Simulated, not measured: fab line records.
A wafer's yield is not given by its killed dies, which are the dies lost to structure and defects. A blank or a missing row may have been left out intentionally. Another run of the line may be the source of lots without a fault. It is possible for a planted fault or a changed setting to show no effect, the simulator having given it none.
Split-lot experiment ; flow sky130 ; 18 wafers read across 5 lots, on a route 708 steps long

THE SPLIT ITSELF
At SKY_METAL5_METAL_ETCH_15 (etches the open film in Cl2/BCl3, stops on SiO2, target depth 1260 nm, time 252 s), the setting time-s was moved away from the recipe's 252 s on 8 of the 18 wafers read, by -13.3% to +12.2%. The other wafers ran this setting at the recipe's value.

The reading is taken at the split's own step.

THE READING
NOVOLAK_of_METAL5_COAT_09.thk-nm (the simulator's own value, which no gauge read), in nm, at SKY_METAL5_METAL_ETCH_15 (etches the open film in Cl2/BCl3, stops on SiO2, target depth 1260 nm, time 252 s). The file gives no usual value for it. Here, 10 wafers ran the recipe; their average is 1027.7 nm with a standard deviation of 12 nm.

wafer;tool, chamber at the split;time-s as run, s;against the recipe;NOVOLAK_of_METAL5_COAT_09.thk-nm, nm;against lot-mates on the recipe
L074.4;rie-metal-01, 1;252;recipe;1007;-
L074.5;rie-metal-01, 1;282.8;+12.2%;924.9;-82.1
L074.6;rie-metal-01, 1;282.8;+12.2%;919.3;-87.7
L078.1;rie-metal-01, 0;218.4;-13.3%;1125;+106.5
L078.2;rie-metal-01, 1;218.4;-13.3%;1119;+100.5
L078.3;rie-metal-01, 1;218.4;-13.3%;1117;+98.5
L078.5;rie-metal-01, 1;252;recipe;1016;-
L078.6;rie-metal-01, 0;252;recipe;1021;-
L080.1;rie-metal-02, 0;252;recipe;1029;-
L080.3;rie-metal-02, 0;252;recipe;1044;-
L080.6;rie-metal-02, 0;252;recipe;1035;-
L082.1;rie-metal-02, 1;273.6;+8.6%;982.7;-58.3
L082.3;rie-metal-02, 1;252;recipe;1045;-
L082.4;rie-metal-02, 0;273.6;+8.6%;981.7;-59.3
L082.5;rie-metal-02, 0;252;recipe;1037;-
L082.6;rie-metal-02, 1;273.6;+8.6%;988.8;-52.2
L085.2;rie-metal-01, 1;252;recipe;1024;-
L085.5;rie-metal-01, 1;252;recipe;1019;-

FIT RESULTS
A straight line over all 18 wafers: NOVOLAK_of_METAL5_COAT_09.thk-nm changes by -7.04 nm for each +1% of time-s; r = -0.97; the points scatter about the line by 14 nm.
The same after taking each lot's own level away (the mean of its wafers on the recipe; 18 wafers): -7.25 nm for each +1%; r = -1.00; scatter 4.8 nm.
Per that fit: largest time-s move, reading shift of 97 nm.
From 1007.00 to 1041.00 nm: that is the span of the lots' own levels, equal to 2.9 times the standard deviation above.
The two slopes agree, so the slope changes little with the lot-to-lot level.
Check: with one of the wafers moved furthest among these (-13.3%) left out of the fit, the line predicts +96.4 nm for it against its lot-mates. It came out at +106 nm against them.
Tool readings at the split's step, against how far the setting was moved: oes-product-au r = -0.87.

FURTHER SPLITS ON THESE WAFERS
Note: prior to the reading, these wafers also went through further splits. Each is held against what the fit with the lots' levels taken away leaves over:
other split on the same wafers;wafers away from the commonest value;r with NOVOLAK_of_METAL5_COAT_09.thk-nm (lot level and that fit taken away)
SKY_METAL3_EXPOSE_10 dose-mj;4;-0.24
SKY_METAL3_METAL_ETCH_18 bias-w;6;-0.08
SKY_VIA3_COAT_07 spin-rpm;2;-0.14
SKY_METAL4_SPUTTER_02 power-w;6;-0.28
SKY_CAP2M_COAT_07 resist-thk-nm;3;+0.03
SKY_CAP2M_METAL_ETCH_13 pressure-mtorr;10;+0.25
SKY_METAL4_ETCH_17 source-w;3;+0.09
SKY_VIA4_CMP_02 leave-above-ref-nm;7;-0.16
SKY_VIA4_DEVELOP_10 develop-time-s;6;+0.08
SKY_METAL5_SPUTTER_04 power-w;0;-

THE WHOLE CHAIN: every reading that the file lists as answering this split, in the file's order
step;what it does;reading;change (the file's fit);r (the file's)
SKY_METAL5_METAL_ETCH_15;etches the open film in Cl2/BCl3, stops on SiO2, target depth 1260 nm, time 252 s;oes-product-au;not straight: 0.968 at the lowest setting, 0.896 at the recipe, 0.886 at the highest;not given
SKY_METAL5_METAL_ETCH_15;etches the open film in Cl2/BCl3, stops on SiO2, target depth 1260 nm, time 252 s;NOVOLAK_of_METAL5_COAT_09.thk-nm (the simulator's own value, which no gauge read);-7.22 nm for each +1% of the setting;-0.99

THE FILE'S OWN FIT
NOVOLAK_of_METAL5_COAT_09.thk-nm changes by -7.22 nm for each +1% of time-s, r = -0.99.
